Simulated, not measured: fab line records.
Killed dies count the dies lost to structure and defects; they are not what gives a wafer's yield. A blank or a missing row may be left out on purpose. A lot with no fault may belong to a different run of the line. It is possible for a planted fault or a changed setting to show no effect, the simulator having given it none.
Matching of chambers | flow gf180mcu | GF_V2_CVD_02 on pecvd-01 has 3 sister chambers
The step deposits SiO2 from TEOS, target thk 850 nm, time 94.851 s. 18 wafers are shown with their chamber, then 9 later ones without.

== WAFERS, EACH WITH ITS CHAMBER ==
wafer  | chamber | heaterPowerW (W)
L074.3 | 1       | 527
L074.4 | 1       | 576
L074.5 | 0       | 769
L075.4 | 2       | 716
L075.5 | 1       | 578
L075.6 | 0       | 647
L076.1 | 2       | 723
L076.2 | 0       | 709
L076.4 | 2       | 572
L077.3 | 1       | 565
L077.4 | 0       | 735
L077.5 | 2       | 567
L078.3 | 0       | 776
L078.4 | 1       | 562
L078.6 | 2       | 656
L081.2 | 1       | 564
L081.4 | 2       | 694
L081.5 | 1       | 587

SIGNATURES, as means of the wafers listed above
reading      | chamber 0 | chamber 1 | chamber 2 | scatter within a chamber
heaterPowerW | 727.20    | 565.57    | 654.67    | 50.1
Rule: a wafer's distance from a chamber is the root of the sum, over the readings, of the square of ((its reading less the chamber's mean) divided by the reading's scatter). The wafer belongs to the nearest chamber; if the next one is less than 2 further off, it can't be placed. The scatter: the root of (the sum of the squares of (reading less its chamber's mean) over the shown wafers, divided by (wafers less chambers)).

== WAFERS WHOSE CHAMBER IS MISSING ==
wafer  | heaterPowerW (W)
L083.1 | 703
L083.2 | 610
L083.3 | 642
L084.4 | 669
L084.5 | 743
L084.6 | 594
L087.4 | 635
L087.5 | 590
L087.6 | 569

== WHICH CHAMBER EACH WENT THROUGH ==
wafer  | from the rows above          | in truth
L083.1 | can't be placed: 0 or 2      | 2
L083.2 | can't be placed: 1 or 2 or 0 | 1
L083.3 | can't be placed: 2 or 1 or 0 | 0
L084.4 | can't be placed: 2 or 0 or 1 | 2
L084.5 | can't be placed: 0 or 2      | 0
L084.6 | can't be placed: 1 or 2      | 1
L087.4 | can't be placed: 2 or 1 or 0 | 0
L087.5 | can't be placed: 1 or 2      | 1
L087.6 | can't be placed: 1 or 2      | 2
Correctly placed: 0 of 9. Can't be placed from these rows: 9 (the true chamber is among the candidates in 9). Wrongly placed: 0.
